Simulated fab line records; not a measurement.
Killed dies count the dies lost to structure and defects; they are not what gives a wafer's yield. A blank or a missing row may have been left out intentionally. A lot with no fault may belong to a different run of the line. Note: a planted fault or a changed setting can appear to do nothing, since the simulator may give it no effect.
Matching of chambers + flow sky130 + SKY_VIA3_ETCH_14 on rieDiel-01: 4 sister chambers
The step etches BARC in N2/H2, stops on SiO2, time 45.9 s, target depth 60 nm. 4 wafers are shown with their chamber, then 7 later ones without.

== WAFERS, EACH WITH ITS CHAMBER ==
| wafer  | chamber | drypumpMotorCurrentA (A) |
|--------|---------|--------------------------|
| L086.2 | 3       | 6.1                      |
| L089.2 | 0       | 5.3                      |
| L092.2 | 2       | 5.9                      |
| L092.3 | 1       | 5.7                      |

== WAFERS WITHOUT THEIR CHAMBER ==
| wafer  | drypumpMotorCurrentA (A) |
|--------|--------------------------|
| L092.4 | 6.2                      |
| L093.3 | 5.6                      |
| L093.4 | 5.4                      |
| L093.5 | 5.6                      |
| L096.2 | 5.4                      |
| L096.4 | 5.8                      |
| L096.6 | 6.1                      |

== CHAMBER TAKEN BY EACH ==
| wafer  | from the rows above     | in truth |
|--------|-------------------------|----------|
| L092.4 | 3                       | 3        |
| L093.3 | 1                       | 1        |
| L093.4 | 0                       | 0        |
| L093.5 | 1                       | 1        |
| L096.2 | 0                       | 0        |
| L096.4 | can't be placed: 1 or 2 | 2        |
| L096.6 | 3                       | 3        |
Correct placement for 6 of the 7. These rows do not allow placing 1 (true chamber among the candidates in 1). Number placed wrongly: 0.
How it was worked out, from the rows above alone: a wafer's distance from a chamber is the root of the sum, over the readings, of the square of ((its reading less the chamber's mean) divided by the reading's scatter). The wafer belongs to the nearest chamber; if the next one is less than 2 further off, it can't be placed. Each chamber's mean is taken over the wafers shown for it. The scatter: root of mean squared gap, hidden wafer to nearest shown wafer, with one shown wafer a chamber.
